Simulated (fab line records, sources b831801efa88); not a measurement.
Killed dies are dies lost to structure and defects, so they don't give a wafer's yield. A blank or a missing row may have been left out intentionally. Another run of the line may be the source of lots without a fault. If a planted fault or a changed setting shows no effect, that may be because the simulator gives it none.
fab line records | flow sky130
record: lots: 24 | wafers: 72 | lastDay: 50
route steps=708 shown VT_ADJUST_PCH@153 POLY_GATE@235 LDD_HVN@274 METAL1@435 METAL4@598 PASSIVATION@681
lots untouched by any fault: they come from a run of this same line in which no faults occurred
startH: the number of hours between the record's first day and the start of the first shown wafer of the lot | waitH: hours elapsed since this lot's preceding step | " same as the row above | L1.1+2: a row that stands for several wafers | - no value, or no start given | * or withheld: withheld | < > ~ a bound
route shown NAME@n: names a module that has steps shown in the file, with the first one's number in the route | usual: mean/standard deviation taken from wafers without a fault | same: alike in all rows | chamber/n: place in a boat | sites: per-site readings | _std_site: the values' standard deviation | _edge_site: outer sites' mean less inner sites' | radiusMm: how far each site lies from the wafer's centre | mask NAME#n: copy n | behind: the tool/chamber that last shaped the wafer | hold: cause of the lot's hold/its duration in hours/its outcome | device: transistor that didn't switch, given as n, p or np | end of line: the same wafers' tests at the end of the route | a step without rows: its recipe alone | killed: the dies lost at the first sort to structure and to defects; this is not the yield of the wafer | map: per-die view of a wafer (x killed, . not killed, _ where there is no die)
set.NAME: setting as actually run; set.NAME@STEP: the setting as run at that earlier step | model.NAME: the simulator's own value behind a step, which no gauge read
steps of the route over a sample of lots; a table a step, a row a wafer
services: the hour from which a tool's chamber was out of use, counted from the record's first day as startH (under 0 if before that day), plus the number of hours and why
== steps ==
step: SKY_VT_ADJUST_PCH_TW_MEAS_10
usual: VT_ADJUST_PCH_TW: 143.0/2.2
lot.wafer | tool         | chamber | startH | waitH | VT_ADJUST_PCH_TW
L074.1    | filmMetro-04 | -       | 227.56 | 0.1   | 145.2
L074.2    | "            | -       | "      | "     | 145.1
L074.5    | "            | -       | "      | "     | 144.8
L075.1    | filmMetro-04 | -       | 235.66 | 0.1   | 145.4
L075.2    | "            | -       | "      | "     | 146.0
L075.4    | "            | -       | "      | "     | 145.0
L076.3    | filmMetro-04 | -       | 243.59 | 0.1   | 144.8
L076.5    | "            | -       | "      | "     | 145.0
L076.6    | "            | -       | "      | "     | 145.8
L077.1    | filmMetro-02 | -       | 251.15 | 0.1   | 139.7
L077.4    | "            | -       | "      | "     | 139.8
L077.5    | "            | -       | "      | "     | 140.0
L078.2    | filmMetro-01 | -       | 259.92 | 0.1   | 142.9
L078.3    | "            | -       | "      | "     | 140.9
L078.5    | "            | -       | "      | "     | 142.0
L079.2    | filmMetro-04 | -       | 262.22 | 0.1   | 145.4
L079.4    | "            | -       | "      | "     | 144.7
L079.6    | "            | -       | "      | "     | 146.1
L080.1    | filmMetro-02 | -       | 274.77 | 0.1   | 140.2
L080.2    | "            | -       | "      | "     | 141.1
L080.4    | "            | -       | "      | "     | 141.4
L081.4    | filmMetro-04 | -       | 281.08 | 0.1   | 145.0
L081.5    | "            | -       | "      | "     | 144.9
L081.6    | "            | -       | "      | "     | 145.3
L082.1    | filmMetro-04 | -       | 284.82 | 0.1   | 145.8
L082.2    | "            | -       | "      | "     | 145.7
L082.6    | "            | -       | "      | "     | 145.3
L083.2    | filmMetro-04 | -       | 288.83 | 0.1   | 145.6
L083.3    | "            | -       | "      | "     | 145.7
L083.5    | "            | -       | "      | "     | 144.8
L084.2    | filmMetro-04 | -       | 300.31 | 0.1   | 144.9
L084.4    | "            | -       | "      | "     | 145.6
L084.6    | "            | -       | "      | "     | 145.2
L085.3    | filmMetro-04 | -       | 310.84 | 0.1   | 144.9
L085.4    | "            | -       | "      | "     | 146.0
L085.6    | "            | -       | "      | "     | 145.2
L086.1    | filmMetro-01 | -       | 314.11 | 0.1   | 142.6
L086.4    | "            | -       | "      | "     | 141.6
L086.5    | "            | -       | "      | "     | 141.6
L087.2    | filmMetro-02 | -       | 322.51 | 0.1   | 140.6
L087.3    | "            | -       | "      | "     | 141.2
L087.5    | "            | -       | "      | "     | 140.5
L088.1    | filmMetro-01 | -       | 334.36 | 0.1   | 141.3
L088.3    | "            | -       | "      | "     | 142.4
L088.4    | "            | -       | "      | "     | 142.3
L089.2    | filmMetro-01 | -       | 345.18 | 0.1   | 141.9
L089.3    | "            | -       | "      | "     | 141.3
L089.4    | "            | -       | "      | "     | 141.6
L090.2    | filmMetro-02 | -       | 353.06 | 0.1   | 139.3
L090.4    | "            | -       | "      | "     | 140.2
L090.6    | "            | -       | "      | "     | 139.5
L091.1    | filmMetro-02 | -       | 353.61 | 0.1   | 140.4
L091.3    | "            | -       | "      | "     | 139.9
L091.4    | "            | -       | "      | "     | 140.2
L092.1    | filmMetro-04 | -       | 357.71 | 0.1   | 144.2
L092.4    | "            | -       | "      | "     | 144.7
L092.5    | "            | -       | "      | "     | 144.9
L093.1    | filmMetro-01 | -       | 370.55 | 0.1   | 142.3
L093.2    | "            | -       | "      | "     | 142.6
L093.4    | "            | -       | "      | "     | 143.3
L094.1    | filmMetro-02 | -       | 381.51 | 0.1   | 140.7
L094.4    | "            | -       | "      | "     | 140.8
L094.5    | "            | -       | "      | "     | 140.3
L095.2    | filmMetro-01 | -       | 391.03 | 0.1   | 142.4
L095.3    | "            | -       | "      | "     | 142.2
L095.4    | "            | -       | "      | "     | 142.6
L096.1    | filmMetro-02 | -       | 400.00 | 0.1   | 140.6
L096.2    | "            | -       | "      | "     | 139.9
L096.4    | "            | -       | "      | "     | 139.6
L097.1    | filmMetro-04 | -       | 409.30 | 0.1   | 144.7
L097.4    | "            | -       | "      | "     | 144.7
L097.6    | "            | -       | "      | "     | 143.9
step: SKY_POLY_GATE_THK_MEAS_21
recipe: reads: SiO2_of_POLY_GATE_OXIDATION_20
usual: POLY_GATE_OXIDATION_THK: 3.99/0.094
lot.wafer | tool         | chamber | startH | waitH | POLY_GATE_OXIDATION_THK[nm]
L074.1    | filmMetro-02 | -       | 370.31 | 0.0   | 3.97
L074.2    | "            | -       | "      | "     | 3.95
L074.5    | "            | -       | "      | "     | 3.94
L075.1    | filmMetro-04 | -       | 383.51 | 0.0   | 4.11
L075.2    | "            | -       | "      | "     | 4.03
L075.4    | "            | -       | "      | "     | 4.05
L076.3    | filmMetro-04 | -       | 389.65 | 0.0   | 4.05
L076.5    | "            | -       | "      | "     | 4.00
L076.6    | "            | -       | "      | "     | 3.99
L077.1    | filmMetro-02 | -       | 402.95 | 0.0   | 3.94
L077.4    | "            | -       | "      | "     | 3.99
L077.5    | "            | -       | "      | "     | 3.89
L078.2    | filmMetro-02 | -       | 409.88 | 0.0   | 3.90
L078.3    | "            | -       | "      | "     | 3.92
L078.5    | "            | -       | "      | "     | 3.91
L079.2    | filmMetro-02 | -       | 419.29 | 0.0   | 4.03
L079.4    | "            | -       | "      | "     | 4.06
L079.6    | "            | -       | "      | "     | 4.08
L080.1    | filmMetro-02 | -       | 430.35 | 0.0   | 4.07
L080.2    | "            | -       | "      | "     | 4.09
L080.4    | "            | -       | "      | "     | 4.06
L081.4    | filmMetro-04 | -       | 439.06 | 0.0   | 3.96
L081.5    | "            | -       | "      | "     | 4.00
L081.6    | "            | -       | "      | "     | 3.94
L082.1    | filmMetro-01 | -       | 443.86 | 0.0   | 3.93
L082.2    | "            | -       | "      | "     | 3.93
L082.6    | "            | -       | "      | "     | 3.94
L083.2    | filmMetro-02 | -       | 447.59 | 0.0   | 3.99
L083.3    | "            | -       | "      | "     | 4.17
L083.5    | "            | -       | "      | "     | 4.08
L084.2    | filmMetro-01 | -       | 461.30 | 0.0   | 3.92
L084.4    | "            | -       | "      | "     | 3.95
L084.6    | "            | -       | "      | "     | 3.97
L085.3    | filmMetro-01 | -       | 474.34 | 0.0   | 4.10
L085.4    | "            | -       | "      | "     | 4.06
L085.6    | "            | -       | "      | "     | 4.06
L086.1    | filmMetro-02 | -       | 475.64 | 0.0   | 3.91
L086.4    | "            | -       | "      | "     | 3.99
L086.5    | "            | -       | "      | "     | 3.99
L087.2    | filmMetro-02 | -       | 483.09 | 0.0   | 3.92
L087.3    | "            | -       | "      | "     | 3.89
L087.5    | "            | -       | "      | "     | 3.81
L088.1    | filmMetro-02 | -       | 500.33 | 0.0   | 4.02
L088.3    | "            | -       | "      | "     | 3.85
L088.4    | "            | -       | "      | "     | 3.94
L089.2    | filmMetro-04 | -       | 508.11 | 0.0   | 3.83
L089.3    | "            | -       | "      | "     | 3.88
L089.4    | "            | -       | "      | "     | 3.82
L090.2    | filmMetro-01 | -       | 519.01 | 0.0   | 4.11
L090.4    | "            | -       | "      | "     | 4.06
L090.6    | "            | -       | "      | "     | 4.16
L091.1    | filmMetro-04 | -       | 520.47 | 0.0   | 4.06
L091.3    | "            | -       | "      | "     | 4.08
L091.4    | "            | -       | "      | "     | 4.10
L092.1    | filmMetro-04 | -       | 524.73 | 0.0   | 3.92
L092.4    | "            | -       | "      | "     | 3.98
L092.5    | "            | -       | "      | "     | 3.90
L093.1    | filmMetro-01 | -       | 537.13 | 0.0   | 3.99
L093.2    | "            | -       | "      | "     | 4.04
L093.4    | "            | -       | "      | "     | 3.98
L094.1    | filmMetro-02 | -       | 549.13 | 0.0   | 4.17
L094.4    | "            | -       | "      | "     | 4.10
L094.5    | "            | -       | "      | "     | 4.00
L095.2    | filmMetro-04 | -       | 560.04 | 0.0   | 4.02
L095.3    | "            | -       | "      | "     | 3.99
L095.4    | "            | -       | "      | "     | 3.95
L096.1    | filmMetro-04 | -       | 564.88 | 0.0   | 4.15
L096.2    | "            | -       | "      | "     | 4.09
L096.4    | "            | -       | "      | "     | 4.04
L097.1    | filmMetro-02 | -       | 578.41 | 0.0   | 3.78
L097.4    | "            | -       | "      | "     | 3.83
L097.6    | "            | -       | "      | "     | 3.79
step: SKY_LDD_HVN_OVL_MEAS_07
usual: LDD_HVN_OVL: 0.5/1.2
lot.wafer | tool       | chamber | startH | waitH | LDD_HVN_OVL[nm]
L074.1    | overlay-01 | -       | 461.56 | 0.1   | 0.2
L074.2    | "          | -       | "      | "     | 1.6
L074.5    | "          | -       | "      | "     | 4.3
L075.1    | overlay-01 | -       | 475.41 | 0.1   | -0.4
L075.2    | "          | -       | "      | "     | 1.9
L075.4    | "          | -       | "      | "     | 1.1
L076.3    | overlay-01 | -       | 482.08 | 0.1   | -1.5
L076.5    | "          | -       | "      | "     | -1.9
L076.6    | "          | -       | "      | "     | -2.4
L077.1    | overlay-01 | -       | 495.86 | 0.1   | -1.0
L077.4    | "          | -       | "      | "     | -0.1
L077.5    | "          | -       | "      | "     | -0.9
L078.2    | overlay-01 | -       | 504.03 | 0.1   | 0.7
L078.3    | "          | -       | "      | "     | -1.1
L078.5    | "          | -       | "      | "     | -1.9
L079.2    | overlay-01 | -       | 511.78 | 0.1   | 2.5
L079.4    | "          | -       | "      | "     | 1.6
L079.6    | "          | -       | "      | "     | 1.7
L080.1    | overlay-02 | -       | 523.67 | 0.1   | 0.1
L080.2    | "          | -       | "      | "     | -1.0
L080.4    | "          | -       | "      | "     | -1.3
L081.4    | overlay-01 | -       | 531.94 | 0.1   | 0.7
L081.5    | "          | -       | "      | "     | 0.0
L081.6    | "          | -       | "      | "     | 0.0
L082.1    | overlay-02 | -       | 536.87 | 0.1   | 1.9
L082.2    | "          | -       | "      | "     | 0.7
L082.6    | "          | -       | "      | "     | 1.3
L083.2    | overlay-01 | -       | 541.68 | 0.1   | -2.4
L083.3    | "          | -       | "      | "     | 0.2
L083.5    | "          | -       | "      | "     | -1.6
L084.2    | overlay-01 | -       | 553.88 | 0.1   | -1.0
L084.4    | "          | -       | "      | "     | -1.1
L084.6    | "          | -       | "      | "     | 0.3
L085.3    | overlay-01 | -       | 566.48 | 0.1   | 1.3
L085.4    | "          | -       | "      | "     | 1.3
L085.6    | "          | -       | "      | "     | -0.2
L086.1    | overlay-01 | -       | 567.42 | 0.1   | -0.5
L086.4    | "          | -       | "      | "     | -1.4
L086.5    | "          | -       | "      | "     | 1.0
L087.2    | overlay-02 | -       | 575.12 | 0.1   | 1.2
L087.3    | "          | -       | "      | "     | 1.6
L087.5    | "          | -       | "      | "     | 1.2
L088.1    | overlay-01 | -       | 591.47 | 0.1   | 2.2
L088.3    | "          | -       | "      | "     | 1.1
L088.4    | "          | -       | "      | "     | 1.0
L089.2    | overlay-01 | -       | 598.03 | 0.1   | 0.3
L089.3    | "          | -       | "      | "     | 1.5
L089.4    | "          | -       | "      | "     | 1.5
L090.2    | overlay-01 | -       | 609.63 | 0.1   | -0.1
L090.4    | "          | -       | "      | "     | -1.1
L090.6    | "          | -       | "      | "     | -0.6
L091.1    | overlay-01 | -       | 611.62 | 0.1   | 1.5
L091.3    | "          | -       | "      | "     | 0.0
L091.4    | "          | -       | "      | "     | 0.1
L092.1    | overlay-02 | -       | 613.47 | 0.1   | -1.0
L092.4    | "          | -       | "      | "     | 0.4
L092.5    | "          | -       | "      | "     | 1.5
L093.1    | overlay-02 | -       | 626.46 | 0.1   | -1.1
L093.2    | "          | -       | "      | "     | -0.3
L093.4    | "          | -       | "      | "     | 0.5
L094.1    | overlay-01 | -       | 637.67 | 0.1   | 0.1
L094.4    | "          | -       | "      | "     | -0.8
L094.5    | "          | -       | "      | "     | 1.0
L095.2    | overlay-02 | -       | 649.58 | 0.1   | 1.6
L095.3    | "          | -       | "      | "     | 2.3
L095.4    | "          | -       | "      | "     | 0.8
L096.1    | overlay-02 | -       | 653.41 | 0.1   | 2.5
L096.2    | "          | -       | "      | "     | 3.3
L096.4    | "          | -       | "      | "     | 0.7
L097.1    | overlay-02 | -       | 667.13 | 0.1   | 2.5
L097.4    | "          | -       | "      | "     | 0.9
L097.6    | "          | -       | "      | "     | -0.2
step: SKY_METAL1_SPUTTER_01
recipe: material: TiN | targetThkNm: 20 | powerW: 6500 | timeS: 16.7 | chamberPressurePa: 0.4
usual: throttleValvePct: 30.1/1.2
lot.wafer | tool          | chamber | startH | waitH | throttleValvePct
L074.1    | pvdSputter-03 | -       | 736.02 | 0.0   | 30.8
L074.2    | "             | -       | "      | "     | 29.2
L074.5    | "             | -       | "      | "     | 29.2
L075.1    | pvdSputter-03 | -       | 746.55 | 0.0   | 29.4
L075.2    | "             | -       | "      | "     | 31.5
L075.4    | "             | -       | "      | "     | 31.0
L076.3    | pvdSputter-03 | -       | 754.65 | 0.0   | 29.1
L076.5    | "             | -       | "      | "     | 29.2
L076.6    | "             | -       | "      | "     | 31.3
L077.1    | pvdSputter-04 | -       | 769.29 | 0.0   | 31.1
L077.4    | "             | -       | "      | "     | 30.6
L077.5    | "             | -       | "      | "     | 30.9
L078.2    | pvdSputter-03 | -       | 771.04 | 0.0   | 30.9
L078.3    | "             | -       | "      | "     | 31.6
L078.5    | "             | -       | "      | "     | 31.1
L079.2    | pvdSputter-04 | -       | 780.41 | 0.0   | 27.6
L079.4    | "             | -       | "      | "     | 30.5
L079.6    | "             | -       | "      | "     | 31.0
L080.1    | pvdSputter-03 | -       | 788.81 | 0.0   | 30.6
L080.2    | "             | -       | "      | "     | 30.6
L080.4    | "             | -       | "      | "     | 31.3
L081.4    | pvdSputter-04 | -       | 795.53 | 0.0   | 30.3
L081.5    | "             | -       | "      | "     | 31.0
L081.6    | "             | -       | "      | "     | 30.4
L082.1    | pvdSputter-03 | -       | 799.32 | 0.0   | 29.2
L082.2    | "             | -       | "      | "     | 31.0
L082.6    | "             | -       | "      | "     | 30.9
L083.2    | pvdSputter-03 | -       | 807.41 | 0.0   | 31.5
L083.3    | "             | -       | "      | "     | 30.7
L083.5    | "             | -       | "      | "     | 31.0
L084.2    | pvdSputter-03 | -       | 816.12 | 0.0   | 29.3
L084.4    | "             | -       | "      | "     | 30.5
L084.6    | "             | -       | "      | "     | 31.7
L085.3    | pvdSputter-01 | -       | 828.94 | 0.0   | 27.6
L085.4    | "             | -       | "      | "     | 29.1
L085.6    | "             | -       | "      | "     | 29.4
L086.1    | pvdSputter-03 | -       | 830.36 | 0.0   | 30.5
L086.4    | "             | -       | "      | "     | 29.0
L086.5    | "             | -       | "      | "     | 31.6
L087.2    | pvdSputter-01 | -       | 836.17 | 0.0   | 28.4
L087.3    | "             | -       | "      | "     | 27.9
L087.5    | "             | -       | "      | "     | 28.0
L088.1    | pvdSputter-01 | -       | 849.27 | 0.0   | 29.3
L088.3    | "             | -       | "      | "     | 28.5
L088.4    | "             | -       | "      | "     | 27.7
L089.2    | pvdSputter-03 | -       | 855.97 | 0.0   | 30.7
L089.3    | "             | -       | "      | "     | 30.9
L089.4    | "             | -       | "      | "     | 31.2
L090.2    | pvdSputter-03 | -       | 865.14 | 0.0   | 29.0
L090.4    | "             | -       | "      | "     | 31.7
L090.6    | "             | -       | "      | "     | 31.1
L091.1    | pvdSputter-01 | -       | 868.79 | 0.0   | 27.7
L091.3    | "             | -       | "      | "     | 29.6
L091.4    | "             | -       | "      | "     | 28.8
L092.1    | pvdSputter-04 | -       | 869.82 | 0.0   | 31.0
L092.4    | "             | -       | "      | "     | 30.2
L092.5    | "             | -       | "      | "     | 30.9
L093.1    | pvdSputter-03 | -       | 880.72 | 0.0   | 30.7
L093.2    | "             | -       | "      | "     | 30.8
L093.4    | "             | -       | "      | "     | 31.4
L094.1    | pvdSputter-03 | -       | 887.93 | 0.0   | 31.4
L094.4    | "             | -       | "      | "     | 29.3
L094.5    | "             | -       | "      | "     | 30.9
L095.2    | pvdSputter-03 | -       | 900.79 | 0.0   | 31.4
L095.3    | "             | -       | "      | "     | 29.0
L095.4    | "             | -       | "      | "     | 29.0
L096.1    | pvdSputter-01 | -       | 904.84 | 0.0   | 28.7
L096.2    | "             | -       | "      | "     | 29.3
L096.4    | "             | -       | "      | "     | 30.0
L097.1    | pvdSputter-03 | -       | 918.99 | 0.0   | 31.1
L097.4    | "             | -       | "      | "     | 31.3
L097.6    | "             | -       | "      | "     | 31.5
step: SKY_METAL4_SPUTTER_00
recipe: material: Ti | targetThkNm: 15 | powerW: 3000 | timeS: 10 | chamberPressurePa: 0.4
usual: throttleValvePct: 29.4/1.1
lot.wafer | tool          | chamber | startH  | waitH | throttleValvePct
L074.1    | pvdSputter-01 | -       | 928.40  | 0.1   | 28.6
L074.2    | "             | -       | "       | "     | 27.7
L074.5    | "             | -       | "       | "     | 29.3
L075.1    | pvdSputter-01 | -       | 938.24  | 0.1   | 28.6
L075.2    | "             | -       | "       | "     | 27.9
L075.4    | "             | -       | "       | "     | 29.3
L076.3    | pvdSputter-03 | -       | 947.28  | 0.2   | 29.1
L076.5    | "             | -       | "       | "     | 30.7
L076.6    | "             | -       | "       | "     | 30.9
L077.1    | pvdSputter-01 | -       | 958.12  | 0.2   | 29.6
L077.4    | "             | -       | "       | "     | 28.8
L077.5    | "             | -       | "       | "     | 29.1
L078.2    | pvdSputter-03 | -       | 959.85  | 0.1   | 31.2
L078.3    | "             | -       | "       | "     | 30.7
L078.5    | "             | -       | "       | "     | 30.8
L079.2    | pvdSputter-02 | -       | 968.90  | 0.1   | 28.9
L079.4    | "             | -       | "       | "     | 29.8
L079.6    | "             | -       | "       | "     | 27.9
L080.1    | pvdSputter-02 | -       | 977.57  | 0.1   | 28.8
L080.2    | "             | -       | "       | "     | 27.9
L080.4    | "             | -       | "       | "     | 29.9
L081.4    | pvdSputter-01 | -       | 983.33  | 0.2   | 28.3
L081.5    | "             | -       | "       | "     | 28.6
L081.6    | "             | -       | "       | "     | 29.3
L082.1    | pvdSputter-02 | -       | 985.01  | 0.1   | 28.6
L082.2    | "             | -       | "       | "     | 29.3
L082.6    | "             | -       | "       | "     | 29.7
L083.2    | pvdSputter-03 | -       | 993.04  | 0.1   | 31.3
L083.3    | "             | -       | "       | "     | 29.2
L083.5    | "             | -       | "       | "     | 29.1
L084.2    | pvdSputter-02 | -       | 1001.35 | 0.1   | 29.2
L084.4    | "             | -       | "       | "     | 27.8
L084.6    | "             | -       | "       | "     | 29.3
L085.3    | pvdSputter-03 | -       | 1012.80 | 0.1   | 31.5
L085.4    | "             | -       | "       | "     | 30.6
L085.6    | "             | -       | "       | "     | 30.9
L086.1    | pvdSputter-01 | -       | 1014.64 | 0.2   | 29.8
L086.4    | "             | -       | "       | "     | 28.2
L086.5    | "             | -       | "       | "     | 28.5
L087.2    | pvdSputter-01 | -       | 1017.93 | 0.1   | 28.3
L087.3    | "             | -       | "       | "     | 27.6
L087.5    | "             | -       | "       | "     | 29.1
L088.1    | pvdSputter-02 | -       | 1031.50 | 0.2   | 29.6
L088.3    | "             | -       | "       | "     | 29.6
L088.4    | "             | -       | "       | "     | 28.0
L089.2    | pvdSputter-03 | -       | 1035.19 | 0.2   | 29.0
L089.3    | "             | -       | "       | "     | 31.5
L089.4    | "             | -       | "       | "     | 31.1
L090.2    | pvdSputter-03 | -       | 1046.50 | 0.2   | 30.8
L090.4    | "             | -       | "       | "     | 31.1
L090.6    | "             | -       | "       | "     | 30.6
L091.1    | pvdSputter-02 | -       | 1049.04 | 0.2   | 29.8
L091.3    | "             | -       | "       | "     | 29.3
L091.4    | "             | -       | "       | "     | 27.8
L092.1    | pvdSputter-02 | -       | 1049.74 | 0.1   | 29.3
L092.4    | "             | -       | "       | "     | 29.8
L092.5    | "             | -       | "       | "     | 29.5
L093.1    | pvdSputter-03 | -       | 1059.03 | 0.2   | 30.9
L093.2    | "             | -       | "       | "     | 31.2
L093.4    | "             | -       | "       | "     | 29.2
L094.1    | pvdSputter-02 | -       | 1066.42 | 0.1   | 29.0
L094.4    | "             | -       | "       | "     | 29.5
L094.5    | "             | -       | "       | "     | 29.3
L095.2    | pvdSputter-01 | -       | 1076.89 | 0.1   | 29.1
L095.3    | "             | -       | "       | "     | 28.6
L095.4    | "             | -       | "       | "     | 29.8
L096.1    | pvdSputter-02 | -       | 1077.92 | 0.2   | 28.0
L096.2    | "             | -       | "       | "     | 29.5
L096.4    | "             | -       | "       | "     | 29.0
L097.1    | pvdSputter-03 | -       | 1090.43 | 0.1   | 31.0
L097.4    | "             | -       | "       | "     | 30.6
L097.6    | "             | -       | "       | "     | 29.1
step: SKY_PASSIVATION_CVD_00
recipe: material: SiO2 | targetThkNm: 90 | tempC: 400 | timeS: withheld | rfW: 600
usual: heaterPowerW: 654/91
lot.wafer | tool     | chamber | startH  | waitH | heaterPowerW
L074.1    | pecvd-03 | 1       | 1028.36 | 0.0   | 594
L074.2    | "        | 2       | "       | "     | 619
L074.5    | "        | 0       | "       | "     | 646
L075.1    | pecvd-02 | 1       | 1037.90 | 0.0   | 838
L075.2    | "        | 0       | "       | "     | 730
L075.4    | "        | 0       | "       | "     | 706
L076.3    | pecvd-04 | 2       | 1046.15 | 0.0   | 635
L076.5    | "        | 1       | "       | "     | 684
L076.6    | "        | 0       | "       | "     | 544
L078.2    | pecvd-02 | 2       | 1057.38 | 0.0   | 781
L078.3    | "        | 0       | "       | "     | 753
L078.5    | "        | 1       | "       | "     | 825
L077.1    | pecvd-03 | 0       | 1057.38 | 0.0   | 655
L077.4    | "        | 2       | "       | "     | 529
L077.5    | "        | 1       | "       | "     | 501
L079.2    | pecvd-03 | 0       | 1066.60 | 0.0   | 724
L079.4    | "        | 2       | "       | "     | 616
L079.6    | "        | 0       | "       | "     | 744
L080.1    | pecvd-04 | 0       | 1075.58 | 0.0   | 589
L080.2    | "        | 2       | "       | "     | 565
L080.4    | "        | 0       | "       | "     | 575
L081.4    | pecvd-04 | 2       | 1078.15 | 0.0   | 648
L081.5    | "        | 0       | "       | "     | 496
L081.6    | "        | 1       | "       | "     | 615
L082.1    | pecvd-04 | 2       | 1081.22 | 0.0   | 638
L082.2    | "        | 1       | "       | "     | 598
L082.6    | "        | 0       | "       | "     | 579
L083.2    | pecvd-02 | 2       | 1088.09 | 0.0   | 680
L083.3    | "        | 1       | "       | "     | 840
L083.5    | "        | 1       | "       | "     | 822
L084.2    | pecvd-04 | 1       | 1096.55 | 0.0   | 631
L084.4    | "        | 1       | "       | "     | 626
L084.6    | "        | 2       | "       | "     | 665
L085.3    | pecvd-02 | 0       | 1104.38 | 0.0   | 759
L085.4    | "        | 0       | "       | "     | 612
L085.6    | "        | 2       | "       | "     | 713
L086.1    | pecvd-02 | 0       | 1106.35 | 0.0   | 668
L086.4    | "        | 2       | "       | "     | 794
L086.5    | "        | 1       | "       | "     | 823
L087.2    | pecvd-04 | 2       | 1109.28 | 0.0   | 658
L087.3    | "        | 1       | "       | "     | 696
L087.5    | "        | 0       | "       | "     | 520
L088.1    | pecvd-04 | 1       | 1122.02 | 0.0   | 677
L088.3    | "        | 0       | "       | "     | 572
L088.4    | "        | 1       | "       | "     | 695
L089.2    | pecvd-02 | 1       | 1124.43 | 0.0   | 839
L089.3    | "        | 2       | "       | "     | 720
L089.4    | "        | 0       | "       | "     | 754
L090.2    | pecvd-04 | 2       | 1131.58 | 0.0   | 683
L090.4    | "        | 0       | "       | "     | 585
L090.6    | "        | 2       | "       | "     | 672
L091.1    | pecvd-03 | 2       | 1137.73 | 0.0   | 615
L091.3    | "        | 0       | "       | "     | 745
L091.4    | "        | 1       | "       | "     | 584
L092.1    | pecvd-02 | 2       | 1137.88 | 0.0   | 677
L092.4    | "        | 2       | "       | "     | 670
L092.5    | "        | 0       | "       | "     | 679
L093.1    | pecvd-03 | 0       | 1144.53 | 0.0   | 666
L093.2    | "        | 1       | "       | "     | 563
L093.4    | "        | 1       | "       | "     | 547
L094.1    | pecvd-03 | 1       | 1149.69 | 0.0   | 568
L094.4    | "        | 2       | "       | "     | 612
L094.5    | "        | 1       | "       | "     | 573
L095.2    | pecvd-03 | 1       | 1159.64 | 0.0   | 638
L095.3    | "        | 0       | "       | "     | 637
L095.4    | "        | 0       | "       | "     | 680
L096.1    | pecvd-04 | 1       | 1160.75 | 0.0   | 598
L096.2    | "        | 0       | "       | "     | 559
L096.4    | "        | 2       | "       | "     | 628
L097.1    | pecvd-04 | 1       | 1171.74 | 0.0   | 659
L097.4    | "        | 0       | "       | "     | 498
L097.6    | "        | 1       | "       | "     | 677
== services ==
tool          | chamber | startH  | hours | kind
pvdSputter-01 | -       | 778.26  | 2.4   | repair
pvdSputter-02 | -       | 792.97  | 1.8   | repair
pecvd-03      | -       | 810.75  | 4.3   | pm
pecvd-02      | 2       | 857.35  | 4.4   | repair
pecvd-02      | 1       | 888.73  | 17.3  | repair
pecvd-04      | -       | 895.34  | 0.5   | repair
pecvd-04      | 2       | 905.74  | 15.3  | repair
pecvd-03      | -       | 923.89  | 0.7   | repair
pecvd-04      | -       | 927.06  | 14.6  | pm
pecvd-04      | -       | 956.31  | 3.9   | repair
pvdSputter-01 | -       | 964.88  | 5.1   | repair
pvdSputter-01 | -       | 975.40  | 0.6   | repair
pecvd-04      | -       | 975.62  | 5.5   | pm
pecvd-04      | -       | 981.08  | 2.8   | pm
pecvd-02      | 0       | 983.71  | 7.7   | repair
pecvd-04      | -       | 984.36  | 10.2  | repair
pvdSputter-01 | -       | 992.24  | 2.5   | repair
pecvd-04      | 1       | 1006.50 | 6.4   | repair
pvdSputter-01 | -       | 1015.50 | 1.3   | repair
pecvd-03      | -       | 1075.04 | 2.3   | repair
pvdSputter-01 | -       | 1089.25 | 4.3   | repair
pecvd-03      | -       | 1104.41 | 14.6  | pm
pecvd-04      | -       | 1115.34 | 1.2   | repair
pecvd-02      | -       | 1117.63 | 2.8   | pm
== key ==
fault none
